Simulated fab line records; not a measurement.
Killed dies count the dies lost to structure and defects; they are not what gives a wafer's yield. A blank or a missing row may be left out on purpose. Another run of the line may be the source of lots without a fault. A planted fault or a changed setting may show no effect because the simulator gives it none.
Shared-tool check / flow sky130 / 11 lots and 33 wafers in the sample

THE REASON FOR OPENING IT
Of 11 lots, 2 have the reading SD_P_TW flagged at SKY_SD_P_TW_MEAS_11. Wafers without a fault read 2832, standard deviation 11.
Rule: a lot is flagged when every wafer of it that has a number lies more than 4 standard deviations from that mean, or none has a number. The other lots count as sound.

lot=L110; measured=day 25 09:32; on=filmMetro-01; SD_P_TW, wafer by wafer=2818 2823 2817; flag=
lot=L115; measured=day 27 16:08; on=filmMetro-01; SD_P_TW, wafer by wafer=2827 2834 2819; flag=
lot=L117; measured=day 27 21:59; on=filmMetro-01; SD_P_TW, wafer by wafer=2708 2713 2709; flag=FLAGGED
lot=L119; measured=day 28 21:08; on=filmMetro-01; SD_P_TW, wafer by wafer=2806 2829 2817; flag=
lot=L121; measured=day 29 07:06; on=filmMetro-02; SD_P_TW, wafer by wafer=2720 2721 2720; flag=FLAGGED
lot=L125; measured=day 31 08:29; on=filmMetro-01; SD_P_TW, wafer by wafer=2838 2839 2822; flag=
lot=L127; measured=day 32 15:04; on=filmMetro-02; SD_P_TW, wafer by wafer=2829 2825 2818; flag=
lot=L128; measured=day 32 16:06; on=filmMetro-03; SD_P_TW, wafer by wafer=2843 2840 2833; flag=
lot=L131; measured=day 32 19:22; on=filmMetro-03; SD_P_TW, wafer by wafer=2840 2827 2827; flag=
lot=L130; measured=day 32 22:23; on=filmMetro-01; SD_P_TW, wafer by wafer=2836 2813 2817; flag=
lot=L133; measured=day 33 22:04; on=filmMetro-02; SD_P_TW, wafer by wafer=2841 2842 2845; flag=
Average over the flagged lots: 2715; offset from the usual -117, equal to -11 standard deviations.

LOT BY LOT: THE TOOL USED
2 process steps preceding the reading are held in the record, out of 708 steps in the route. In each cell: the tool, then ch and the chambers that the sampled wafers went through, then the start.
lot=L110; flag=; SKY_SD_P_IMPLANT_09=implanter-03 ch 0, day 25 09:17; SKY_SD_P_STRIP_10=plasmaAsher-01 ch 0,1, day 25 09:26
lot=L115; flag=; SKY_SD_P_IMPLANT_09=implanter-04 ch 0, day 27 15:55; SKY_SD_P_STRIP_10=plasmaAsher-02 ch 0,1, day 27 16:04
lot=L117; flag=FLAGGED; SKY_SD_P_IMPLANT_09=implanter-03 ch 0, day 27 21:44; SKY_SD_P_STRIP_10=plasmaAsher-01 ch 0,1, day 27 21:53
lot=L119; flag=; SKY_SD_P_IMPLANT_09=implanter-04 ch 0, day 28 20:53; SKY_SD_P_STRIP_10=plasmaAsher-02 ch 0,1, day 28 21:02
lot=L121; flag=FLAGGED; SKY_SD_P_IMPLANT_09=implanter-03 ch 0, day 29 06:52; SKY_SD_P_STRIP_10=plasmaAsher-03 ch 0,1, day 29 06:59
lot=L125; flag=; SKY_SD_P_IMPLANT_09=implanter-04 ch 0, day 31 08:10; SKY_SD_P_STRIP_10=plasmaAsher-02 ch 0,1, day 31 08:19
lot=L127; flag=; SKY_SD_P_IMPLANT_09=implanter-01 ch 0, day 32 14:49; SKY_SD_P_STRIP_10=plasmaAsher-02 ch 0,1, day 32 14:58
lot=L128; flag=; SKY_SD_P_IMPLANT_09=implanter-04 ch 0, day 32 15:52; SKY_SD_P_STRIP_10=plasmaAsher-03 ch 1, day 32 15:59
lot=L131; flag=; SKY_SD_P_IMPLANT_09=implanter-03 ch 0, day 32 19:09; SKY_SD_P_STRIP_10=plasmaAsher-02 ch 0,1, day 32 19:17
lot=L130; flag=; SKY_SD_P_IMPLANT_09=implanter-03 ch 0, day 32 22:09; SKY_SD_P_STRIP_10=plasmaAsher-02 ch 0,1, day 32 22:16
lot=L133; flag=; SKY_SD_P_IMPLANT_09=implanter-03 ch 0, day 33 21:52; SKY_SD_P_STRIP_10=plasmaAsher-01 ch 0,1, day 33 21:58
What the steps here do:
- SKY_SD_P_IMPLANT_09
- SKY_SD_P_STRIP_10: strips in O2/N2.
- SKY_SD_P_TW_MEAS_11

FLAGGED OVER TOTAL, TOOL BY TOOL (the gauges that took the reading come last)
step=SKY_SD_P_IMPLANT_09; tool=implanter-01; lots run=1; flagged=0; share of the flagged lots=none; sound lots run after its first flagged lot=-
step=SKY_SD_P_IMPLANT_09; tool=implanter-03; lots run=6; flagged=2; share of the flagged lots=all; sound lots run after its first flagged lot=3 (L131,L130,L133)
step=SKY_SD_P_IMPLANT_09; tool=implanter-04; lots run=4; flagged=0; share of the flagged lots=none; sound lots run after its first flagged lot=-
step=SKY_SD_P_STRIP_10; tool=plasmaAsher-01; lots run=3; flagged=1; share of the flagged lots=some; sound lots run after its first flagged lot=1 (L133)
step=SKY_SD_P_STRIP_10; tool=plasmaAsher-02; lots run=6; flagged=0; share of the flagged lots=none; sound lots run after its first flagged lot=-
step=SKY_SD_P_STRIP_10; tool=plasmaAsher-03; lots run=2; flagged=1; share of the flagged lots=some; sound lots run after its first flagged lot=1 (L128)
step=SKY_SD_P_TW_MEAS_11; tool=filmMetro-01; lots run=6; flagged=1; share of the flagged lots=some; sound lots run after its first flagged lot=3 (L119,L125,L130)
step=SKY_SD_P_TW_MEAS_11; tool=filmMetro-02; lots run=3; flagged=1; share of the flagged lots=some; sound lots run after its first flagged lot=2 (L127,L133)
step=SKY_SD_P_TW_MEAS_11; tool=filmMetro-03; lots run=2; flagged=0; share of the flagged lots=none; sound lots run after its first flagged lot=-

THE TABLE: WHAT IT ALLOWS
1 row of the table ran every flagged lot: implanter-03 at SKY_SD_P_IMPLANT_09.
- implanter-03 at SKY_SD_P_IMPLANT_09: 2 of its 6 lots flagged. After the first flagged lot (L131, L130, L133), sound lots still ran on it; a lasting fault on the whole tool would not permit that. Its own readings lie more than 4 standard deviations out on every wafer of the flagged lots: beamOnS, faradayCurrentUA.
There is no row in the table that ran each flagged lot and no sound lot after the first.

WHAT THE SIMULATOR PUT IN
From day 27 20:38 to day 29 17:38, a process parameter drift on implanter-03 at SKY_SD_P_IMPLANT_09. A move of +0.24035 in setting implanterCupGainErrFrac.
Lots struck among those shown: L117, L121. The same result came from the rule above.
